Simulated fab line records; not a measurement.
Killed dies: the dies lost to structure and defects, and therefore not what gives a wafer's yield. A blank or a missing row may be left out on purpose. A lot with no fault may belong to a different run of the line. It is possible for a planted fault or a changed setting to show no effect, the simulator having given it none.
A lot that was struck, set against a sound lot ; flow sky130 ; 14 steps out of a route of 708
Sound: wafers L513.1, L513.2, L513.6. The struck wafers were L515.2, L515.3, L515.6. At the end, the cause is stated.
Each step with rows lists, per side, the tool, then ch with its chambers, then its first start. Under that, the readings that differ: sound wafers ; struck wafers ; difference of the means ; sigmas: that difference in standard deviations of wafers without a fault.
alike: words and numbers the same on both sides, and readings whose means are apart by under 2 such deviations; not compared: readings that were withheld, readings missing a value for some wafer, numbers with overlapping values and no deviation given by the record, and bounds like >300 which may hide the same value.
A row with sigmas, a row that says differs or no value, or rows on one side alone: a step with any of these is where the two part. Numbers that have no deviation but don't overlap get no sigmas and don't part them. A reading that every wafer of one side lacks parts them only if that side has two wafers or more.

first, 4 steps without rows for these wafers: SKY_LDD_LDN_SOFTBAKE_03 (time 60 s); SKY_LDD_LDN_EXPOSE_04 (exposes mask LDNTM, target cd 700 nm); SKY_LDD_LDN_PEB_05; SKY_LDD_LDN_DEVELOP_06 (develop time 60 s).
SKY_LDD_LDN_OVL_MEAS_07:
  sound on overlay-02 at day 25 11:04; struck on overlay-02 at day 26 13:52
  alike: LDD_LDN_OVL
then, 4 steps without rows for these wafers: SKY_LDD_LDN_IMPLANT_08; SKY_LDD_LDN_IMPLANT_09; SKY_LDD_LDN_IMPLANT_10; SKY_LDD_LDN_IMPLANT_11.
SKY_LDD_LDN_STRIP_12: strips in O2/N2.
  sound on plasma-asher-03 ch 0,1, day 25 11:41; struck on plasma-asher-02 ch 0,1, day 26 14:29
  alike: drypump-motor-current-A, oes-product-au, strip-time-to-endpoint-s
  not compared: rf-hours-counter-h
SKY_LDD_LDN_TW_MEAS_13:
  sound on film-metro-04 at day 25 11:47; struck on film-metro-02 at day 26 14:36
  alike: LDD_LDN_TW
then, 1 step without rows for these wafers: SKY_LDD_LDN_CLEAN_14 (cleans in SC1/SC2, time 150 s).
SKY_SPACER_CVD_00: deposits Si3N4 from DCS/NH3, target thk 43.1 nm, time 740 s.
  sound on lpcvd-02 ch 0, day 25 11:54; struck on lpcvd-02 ch 1, day 26 14:42
  no value came back on the struck wafers for pressure-mtorr (mTorr), spike-tc-bottom-C (C), spike-tc-lower-C (C), spike-tc-top-C (C); on the sound wafers pressure-mtorr (mTorr) reads 249.7 250.1 249.8
SKY_PAD_OPEN_PROBE_99:
  rows exist in the record for the sound wafers here (prober-02, day 47 14:22), none for the struck ones

## WHERE THEY PART
At SKY_SPACER_CVD_00 first; at SKY_PAD_OPEN_PROBE_99 last (within this record only).

WHY: what had been put in by the simulator
Skipped step whole: lpcvd-02, from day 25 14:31 on, at SKY_SPACER_CVD_00. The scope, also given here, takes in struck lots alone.
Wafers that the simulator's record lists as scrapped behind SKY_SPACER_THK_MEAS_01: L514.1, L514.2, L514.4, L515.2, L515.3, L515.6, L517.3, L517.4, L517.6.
